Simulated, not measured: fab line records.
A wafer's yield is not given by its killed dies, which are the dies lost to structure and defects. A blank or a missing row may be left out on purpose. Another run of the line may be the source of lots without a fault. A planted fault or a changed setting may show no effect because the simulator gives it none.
Struck lot and sound lot, side by side -- flow gf180mcu -- 23 steps out of a route of 602
Sound: the wafers L644.1, L644.4, L644.5. Struck: wafer L657.1 (left out: L657.6, a lot-mate that was not struck); the cause follows at the end.
For every step that has rows: the tool of each side, followed by ch and its chambers, followed by its first start. Under that, the readings that differ: sound wafers -- struck wafers -- difference of the means -- sigmas: that difference in standard deviations of wafers without a fault.
alike: same words and numbers on both sides, and readings whose means sit less than 2 such deviations apart. not compared: any withheld reading, any reading some wafer has no value for, any bound like >300 that may hide the same value, and any number with overlapping values for which the record gives no deviation.
Wherever a step has rows on one side only, a row that says differs or no value, or a row with sigmas, the two part there. Numbers that have no deviation but don't overlap get no sigmas and don't part them. A reading missing from all wafers of one side parts the sides only when that side holds two or more wafers.

first, 1 step without rows for these wafers: GF_POLY_GATE_DEVELOP_09 (develop time 60 s).
GF_POLY_GATE_CD_MEAS_10 targets a cd of 280 nm.
  sound: cd_sem-01 at day 9 16:11; struck: cd_sem-01 at day 13 14:11
  alike: cd_nm
GF_POLY_GATE_OVL_MEAS_11:
  sound: overlay-02 at day 9 16:19; struck: overlay-02 at day 13 14:19
  alike: POLY_GATE_OVL
GF_POLY_GATE_ETCH_12: etches BARC in N2/H2.
  sound on rie_diel-03 ch 0,1,3, day 9 16:21; struck on rie_diel-04 ch 2, day 13 14:21
  alike: drypump_motor_current_A, h2_flow_sccm, oes_product_au, throttle_valve_pct
GF_POLY_GATE_ETCH_13: etches poly-Si in HBr/Cl2, stops on SiO2, target depth 198.5 nm, time 69.6 s.
  sound on rie_si-02 ch 0,1,2, day 9 16:24; struck on rie_si-01 ch 0, day 13 14:24
  alike: HBr_flow_sccm, drypump_motor_current_A, oes_product_au, throttle_valve_pct
  not compared: rf_hours_counter_h
GF_POLY_GATE_STRIP_14: strips in O2/N2.
  sound on plasma_asher-03 ch 0,1, day 9 16:27; struck on plasma_asher-04 ch 1, day 13 14:27
  alike: drypump_motor_current_A, heater_power_w, oes_product_au
  not compared: rf_hours_counter_h
then, 2 steps without rows for these wafers: GF_POLY_GATE_CLEAN_15 (cleans in SC1/SC2, time 150 s); GF_POLY_GATE_OXIDATION_16 (stabilise 600 s, purge 300 s, target thk 4 nm).
GF_POLY_GATE_THK_MEAS_17:
  sound: film_metro-02 at day 9 17:52; struck: film_metro-03 at day 13 17:39
  alike: POLY_GATE_OXIDATION_THK
GF_POLY_GATE_CD_MEAS_18:
  sound: cd_sem-02 at day 9 17:55; struck: cd_sem-01 at day 13 17:43
  alike: cd_nm
then, 2 steps without rows for these wafers: GF_HV_LDD_DEHYDRATE_00 (time 60 s); GF_HV_LDD_HMDS_01 (prime time 60 s).
GF_HV_LDD_COAT_02: resist thk 1000 nm.
  sound on litho_track-04 ch 0, day 10 02:04; struck on litho_track-04 ch 0, day 14 03:43
reading,sound,struck,difference,sigmas
model.NOVOLAK_of_HV_LDD_COAT_02.thk_nm (nm),1004 1005 1004,906.5,-97.8,
then, 3 steps without rows for these wafers: GF_HV_LDD_SOFTBAKE_03 (time 60 s); GF_HV_LDD_EXPOSE_04 (exposes mask Nplus LV AREA, target cd 400 nm); GF_HV_LDD_PEB_05.
GF_HV_LDD_DEVELOP_06: develop time 60 s.
  sound on litho_track-04 ch 0, day 10 11:34; struck on litho_track-04 ch 0, day 14 14:07
reading,sound,struck,difference,sigmas
model.NOVOLAK_of_HV_LDD_COAT_02.thk_nm (nm),1003 1005 1003,906.1,-97.6,
GF_HV_LDD_CD_MEAS_07 targets a cd of 400 nm.
  sound: cd_sem-02 at day 10 11:43; struck: cd_sem-02 at day 14 14:16
reading,sound,struck,difference,sigmas
cd_nm (nm),398.7 397.5 399.0,406.5,+8.1,+4
GF_HV_LDD_OVL_MEAS_08:
  sound: overlay-01 at day 10 11:50; struck: overlay-02 at day 14 14:23
  alike: HV_LDD_OVL
then, 1 step without rows for these wafers: GF_HV_LDD_IMPLANT_09.
GF_HV_LDD_STRIP_10: strips in O2/N2.
  sound on plasma_asher-02 ch 0,1, day 10 12:01; struck on plasma_asher-02 ch 0, day 14 14:34
reading,sound,struck,difference,sigmas
oes_product_au (a.u.),0.716 0.720 0.718,0.701,-0.017,-4
strip_time_to_endpoint_s (s),12.67 12.69 12.67,11.54,-1.14,-32
  alike: drypump_motor_current_A, heater_power_w
  not compared: rf_hours_counter_h
GF_HV_LDD_TW_MEAS_11:
  sound: film_metro-04 at day 10 12:07; struck: film_metro-04 at day 14 14:40
  alike: HV_LDD_TW
-- a jump in the record: the struck wafers' starts before and after are 19 days apart (it breaks off in module HV_LDD and resumes in module PASSIVATION, where the first step shown is number 602 of the route) --
GF_PASSIVATION_PROBE_99:
  rows exist in the record for the struck wafers here (prober-01, day 33 03:08), but not for the sound ones

WHERE THEY PART
Earliest at GF_HV_LDD_CD_MEAS_07; latest, in this record, at GF_PASSIVATION_PROBE_99.

WHY: whatever the simulator had introduced
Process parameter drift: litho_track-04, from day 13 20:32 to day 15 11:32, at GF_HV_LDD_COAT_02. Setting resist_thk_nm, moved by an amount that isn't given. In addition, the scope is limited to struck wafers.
